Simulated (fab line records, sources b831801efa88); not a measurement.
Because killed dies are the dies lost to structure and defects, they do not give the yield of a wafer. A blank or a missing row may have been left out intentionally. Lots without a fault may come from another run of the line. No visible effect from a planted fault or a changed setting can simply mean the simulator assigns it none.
Matching of chambers | flow sky130 | 4 sister chambers for SKY_CONTACT_CMP_04 on cmp-01
The step polishes SiO2. 8 wafers are shown with their chamber, then 7 later ones without.

## WAFERS WITH THEIR CHAMBER
wafer  | chamber | motor current A (A) | time to endpoint s (s)
L647.5 | 3       | 12.7                | 77
L661.1 | 1       | 12.5                | 81
L661.2 | 0       | 10.6                | 86
L663.1 | 1       | 12.8                | 85
L663.3 | 2       | 13.5                | 88
L663.5 | 0       | 10.8                | 86
L664.1 | 2       | 13.3                | 84
L664.3 | 3       | 11.4                | 80

## WAFERS WITHOUT THEIR CHAMBER
wafer  | motor current A (A) | time to endpoint s (s)
L664.6 | 11.9                | 77
L665.1 | 10.4                | 85
L665.5 | 12.9                | 73
L665.6 | 13.4                | 79
L667.3 | 13.4                | 81
L667.4 | 10.3                | 85
L667.6 | 13.4                | 80

## WHICH CHAMBER EACH WENT THROUGH
wafer  | from the rows above          | in truth
L664.6 | 3                            | 3
L665.1 | 0                            | 0
L665.5 | can't be placed: 3 or 1      | 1
L665.6 | can't be placed: 1 or 3 or 2 | 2
L667.3 | can't be placed: 1 or 2 or 3 | 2
L667.4 | 0                            | 0
L667.6 | can't be placed: 1 or 2 or 3 | 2
3 of 7 placed correctly. From these rows, 4 cannot be placed; in 4 the true chamber is one of the candidates. Placed wrongly: 0.
How it was worked out, from the rows above alone: a wafer's distance from a chamber is the root of the sum, over the readings, of the square of ((its reading less the chamber's mean) divided by the reading's scatter). The wafer belongs to the nearest chamber; if the next one is less than 2 further off, it can't be placed. A chamber's mean is the mean of its shown wafers. The scatter: the root of (the sum of the squares of (reading less its chamber's mean) over the shown wafers, divided by (wafers less chambers)).
